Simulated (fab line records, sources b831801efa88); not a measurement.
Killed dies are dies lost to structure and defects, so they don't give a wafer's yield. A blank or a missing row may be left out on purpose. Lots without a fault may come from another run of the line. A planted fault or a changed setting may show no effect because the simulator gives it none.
fab line records | flow sfq_line
record lots=6 wafers=18 last_day=88
route steps=325 shown I1@83 M2@88
lots that met no fault: from a run of the same line without faults
start_h: hours from the record's first day to the start of the lot's first wafer shown | wait_h: hours since the lot's step before | " the same as in the row above | L1.1+2: a row that stands for several wafers | - no value, or no start given | * or withheld: withheld | < > ~ a bound
route shown NAME@n: a module of which the file shows steps, and the number in the route of the first | usual: mean/standard deviation of fault-free wafers | same: alike in all rows | chamber/n: place in a boat | sites: the reading at each site | _std_site: their standard deviation | _edge_site: outer sites' mean less inner sites' | radius_mm: how far each site lies from the wafer's centre | mask NAME#n: copy n | behind: the tool/chamber that last shaped the wafer | hold: why the lot was held/for how many hours/how that ended | device: the transistor (n, p or np) that didn't switch | end of line: the same wafers' tests at the end of the route | a step without rows: its recipe alone | killed: dies lost to structure and defects at the first sort, not the wafer's yield | map: a wafer's dies, x killed, . not, _ none there
set.NAME: the setting as run; set.NAME@STEP: as run at that earlier step | model.NAME: the simulator's own value behind a step, which no gauge read
lots at some steps of the route; a table a step, a row a wafer
services: from which hour (start_h, from the record's first day; less than 0 if before it) a tool's chamber was out of use, for how many hours, and why
## steps
# step SFQ_I1_OVL_MEAS_913
# usual I1_OVL=-3/4.6
# columns lot.wafer tool chamber start_h wait_h I1_OVL[nm]
L887.2 overlay-02 - 361.09 0.1 -2
L887.3 " - " " 2
L887.6 " - " " -4
L891.2 overlay-02 - 405.02 0.1 -10
L891.5 " - " " -1
L891.6 " - " " 3
L898.2 overlay-02 - 467.80 0.1 2
L898.5 " - " " 0
L898.6 " - " " 2
L903.2 overlay-01 - 531.09 0.1 1
L903.3 " - " " 4
L903.6 " - " " 1
L904.1 overlay-02 - 534.68 0.1 -1
L904.3 " - " " -10
L904.5 " - " " -7
L906.3 overlay-01 - 562.62 0.1 -4
L906.4 " - " " 0
L906.6 " - " " -10
# step SFQ_TRILAYER_I1_VIA_BARC_OPEN_VIA_ETCH_071
# recipe mask_material=PR chemistry=O2 target_depth_nm=125 target=BARC source_w=500 bias_w=80 pressure_mtorr=30 time_s=41.7
# usual drypump_motor_current_A=5.8/0.49 oes_product_au=0.685/0.0048
# columns lot.wafer tool chamber start_h wait_h drypump_motor_current_A oes_product_au rf_hours_counter_h
L887.2 rie_diel-02 0 361.12 0.0 6.1 0.689 7
L887.3 " 3 " " 5.6 0.675 63
L887.6 " 2 " " 6.0 0.681 -
L891.2 rie_diel-02 1 405.05 0.0 6.3 0.686 84
L891.5 " 1 " " 6.3 0.683 -
L891.6 " 0 " " 6.1 0.687 -
L898.2 rie_diel-03 0 467.83 0.0 4.9 0.690 3
L898.5 " 0 " " 4.9 0.686 -
L898.6 " 1 " " 6.4 0.687 -
L903.2 rie_diel-02 2 531.12 0.0 6.0 0.686 41
L903.3 " 1 " " 6.3 0.682 86
L903.6 " 3 " " 5.6 0.692 -
L904.1 rie_diel-01 0 534.72 0.0 6.0 0.690 57
L904.3 " 1 " " 4.8 0.687 26
L904.5 " 3 " " 5.8 0.695 -
L906.3 rie_diel-01 0 562.64 0.0 6.0 0.692 57
L906.4 " 1 " " 4.8 0.691 26
L906.6 " 2 " " 5.8 0.677 -
# step SFQ_TRILAYER_I1_VIA_ETCH_VIA_ETCH_052
# recipe target=SiO2 stop_on=Nb mask_material=PR taper_deg=20 chemistry=CHF3 target_depth_nm=260 source_w=500 bias_w=80 pressure_mtorr=30 time_s=withheld
# usual drypump_motor_current_A=5.8/0.49 oes_product_au=0.854/0.0053
# columns lot.wafer tool chamber start_h wait_h drypump_motor_current_A oes_product_au
L887.2 rie_diel-02 0 361.16 0.0 6.1 0.854
L887.3 " 3 " " 5.6 0.853
L887.6 " 2 " " 6.1 0.856
L891.2 rie_diel-02 1 405.09 0.0 6.3 0.847
L891.5 " 1 " " 6.3 0.854
L891.6 " 0 " " 6.1 0.856
L898.2 rie_diel-03 0 467.87 0.0 4.9 0.844
L898.5 " 0 " " 4.9 0.843
L898.6 " 1 " " 6.3 0.853
L903.2 rie_diel-02 2 531.16 0.0 6.0 0.853
L903.3 " 1 " " 6.2 0.857
L903.6 " 3 " " 5.6 0.850
L904.1 rie_diel-01 0 534.76 0.0 6.0 0.851
L904.3 " 1 " " 4.8 0.859
L904.5 " 3 " " 5.8 0.856
L906.3 rie_diel-01 0 562.68 0.0 6.0 0.851
L906.4 " 1 " " 4.8 0.854
L906.6 " 2 " " 5.7 0.846
# step SFQ_TRILAYER_I1_VIA_STRIP_STRIP_053
# recipe gas=O2 power_w=200 platen_temp_c=40 overash_fraction=0.65 chemistry=O2 pressure_mtorr=50
# usual drypump_motor_current_A=5.50/0.29 oes_product_au=1.003/0.0089
# columns lot.wafer tool chamber start_h wait_h drypump_motor_current_A oes_product_au rf_hours_counter_h
L887.2 rie_metal-03 1 361.27 - 5.78 1.003 55
L887.3 " 1 " " 5.80 1.012 -
L887.6 " 0 " " 5.16 1.026 -
L891.2 rie_metal-01 1 405.21 - 5.58 1.020 83
L891.5 " 0 " " 5.42 1.006 -
L891.6 " 1 " " 5.51 1.008 -
L898.2 rie_metal-02 0 467.99 - 5.22 0.997 119
L898.5 " 0 " " 5.22 1.001 -
L898.6 " 1 " " 5.82 1.006 -
L903.2 rie_metal-02 0 531.27 - 5.21 0.996 127
L903.3 " 0 " " 5.21 0.989 -
L903.6 " 1 " " 5.83 1.013 -
L904.1 rie_metal-01 0 534.87 - 5.40 1.011 167
L904.3 " 1 " " 5.63 1.026 -
L904.5 " 1 " " 5.62 1.019 -
L906.3 rie_metal-03 0 562.99 - 5.13 1.005 -
L906.4 " 1 " " 5.81 1.007 -
L906.6 " 0 " " 5.18 0.999 -
# step SFQ_TRILAYER_I1_VIA_STRIP_SOLV_CLEAN_054
# recipe chemistry=NMP temp_c=70 time_s=600
# step SFQ_TRILAYER_M2_DEP_PRE_CLEAN_056
# recipe gas=Ar time_s=22.5 bias_v=250
# step SFQ_TRILAYER_M2_DEP_SPUTTER_055
# recipe material=Nb base_pressure_pa=1.33e-06 chamber_pressure_pa=0.1333 substrate_temp_c=20 resputter_cathode_voltage_v=400 target_thk_nm=200 power_w=2000 time_s=133.3
# usual chamber_pressure_pa=0.13331/0.00027 throttle_valve_pct=29.3/1.2
# columns lot.wafer tool chamber start_h wait_h chamber_pressure_pa throttle_valve_pct
L887.2 pvd_sputter-05 - 362.08 0.0 0.13319 30.2
L887.3 " - " " 0.13336 28.4
L887.6 " - " " 0.13333 28.0
L891.2 pvd_sputter-05 - 406.21 0.0 0.13263 30.5
L891.5 " - " " 0.13344 28.0
L891.6 " - " " 0.13346 30.5
L898.2 pvd_sputter-04 - 468.99 0.0 0.13294 28.9
L898.5 " - " " 0.13317 30.1
L898.6 " - " " 0.13321 27.3
L903.2 pvd_sputter-04 - 532.07 0.0 0.1336 30.3
L903.3 " - " " 0.13331 27.6
L903.6 " - " " 0.13328 30.1
L904.1 pvd_sputter-04 - 535.67 0.0 0.1334 28.5
L904.3 " - " " 0.1334 29.0
L904.5 " - " " 0.13347 27.6
L906.3 pvd_sputter-05 - 563.62 0.0 0.13319 30.5
L906.4 " - " " 0.13305 30.2
L906.6 " - " " 0.1333 30.0
# step SFQ_M2_RS_MEAS_914
# recipe thk_meas_gauge=four-point-probe reads=Nb_of_TRILAYER_M2_DEP_SPUTTER_055
# usual M2_NB_RS=0.888/0.01
# columns lot.wafer tool chamber start_h wait_h M2_NB_RS[ohm/sq]
L887.2 film_metro-04 - 362.19 0.1 0.913
L887.3 " - " " 0.903
L887.6 " - " " 0.910
L891.2 film_metro-03 - 406.32 0.1 0.900
L891.5 " - " " 0.904
L891.6 " - " " 0.889
L898.2 film_metro-01 - 469.10 0.1 0.880
L898.5 " - " " 0.889
L898.6 " - " " 0.876
L903.2 film_metro-04 - 532.18 0.1 0.882
L903.3 " - " " 0.875
L903.6 " - " " 0.879
L904.1 film_metro-04 - 535.76 0.0 0.889
L904.3 " - " " 0.905
L904.5 " - " " 0.886
L906.3 film_metro-01 - 563.75 0.1 0.892
L906.4 " - " " 0.893
L906.6 " - " " 0.897
# step SFQ_TRILAYER_M2_LITHO_COAT_062
# recipe resist=BARC spin_rpm=3000 resist_thk_nm=62
# step SFQ_TRILAYER_M2_LITHO_COAT_057
# recipe resist=KrF spin_rpm=3000 resist_thk_nm=600
# step SFQ_TRILAYER_M2_LITHO_SOFTBAKE_061
# recipe temp_c=withheld time_s=withheld resist=KrF
# step SFQ_TRILAYER_M2_LITHO_EXPOSE_058
# recipe mask_id=M2 na=0.6 source_shape=conventional sigma_outer=0.65 target_cd_nm=500 dose_mj=14.4
# usual exposure_dose_mJ_cm2=14.399/0.012 focus_offset_nm=-0.1/0.54
# columns lot.wafer tool chamber start_h wait_h mask exposure_dose_mJ_cm2 focus_offset_nm
L887.2 krf_scanner-01 0 383.32 - M2#0 14.390 0.7
L887.3 " 0 " " M2#0 14.411 0.0
L887.6 " 0 " " M2#0 14.389 0.8
L891.2 krf_scanner-01 0 422.10 - M2#0 14.400 0.0
L891.5 " 0 " " M2#0 14.417 -0.4
L891.6 " 0 " " M2#0 14.393 -0.9
L898.2 krf_scanner-01 0 504.58 - M2#0 14.394 -0.3
L898.5 " 0 " " M2#0 14.402 -0.4
L898.6 " 0 " " M2#0 14.384 0.1
L903.2 krf_scanner-01 - 566.11 - M2#0 - -
L903.3 " - " " M2#0 - -
L903.6 " - " " M2#0 - -
L904.1 krf_scanner-01 - 569.51 - M2#0 - -
L904.3 " - " " M2#0 - -
L904.5 " - " " M2#0 - -
L906.3 krf_scanner-01 0 595.11 - M2#0 14.405 -0.1
L906.4 " 0 " " M2#0 14.409 1.0
L906.6 " 0 " " M2#0 14.395 0.2
# step SFQ_TRILAYER_M2_LITHO_PEB_060
# recipe peb_temp_c=115 peb_time_s=60 resist=KrF
## services
# columns tool chamber start_h hours kind
rie_diel-02 3 349.75 4.4 repair
rie_diel-01 - 354.79 15.6 pm
krf_scanner-01 - 365.57 0.8 pm
rie_metal-02 - 367.95 0.2 repair
rie_diel-03 2 368.84 3.5 repair
pvd_sputter-05 - 378.34 2.1 repair
krf_scanner-01 - 384.69 0.2 repair
pvd_sputter-04 - 391.41 1.4 repair
rie_diel-03 - 407.92 2.8 pm
rie_diel-03 2 440.21 2.8 repair
rie_metal-02 - 446.38 1.4 pm
krf_scanner-01 - 467.50 1.3 pm
rie_metal-02 - 477.06 2.8 pm
krf_scanner-01 - 479.60 1.0 pm
krf_scanner-01 - 480.15 15.8 repair
rie_metal-03 1 481.93 2.7 repair
rie_diel-01 3 504.28 3.9 repair
rie_diel-02 2 511.31 18.5 repair
rie_diel-02 2 534.33 9.1 repair
krf_scanner-01 - 534.38 0.8 pm
pvd_sputter-05 - 537.86 3.6 repair
rie_diel-01 2 539.74 2.4 repair
krf_scanner-01 - 547.13 4.4 pm
rie_diel-01 1 586.24 8.5 repair
## key
first_sign step=SFQ_TRILAYER_M2_LITHO_EXPOSE_058 reading=tool_record direction=missing
effect none on later readings
met_at SFQ_TRILAYER_M2_LITHO_EXPOSE_058
struck_wafers L903.2,L903.3,L903.6,L904.1,L904.3,L904.5
onset_between 504.58 566.11
fault kind=skipped_step_whole tool=krf_scanner-01 chamber=- onset_h=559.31 steps=SFQ_TRILAYER_M2_LITHO_EXPOSE_058 scope=struck_lots_only
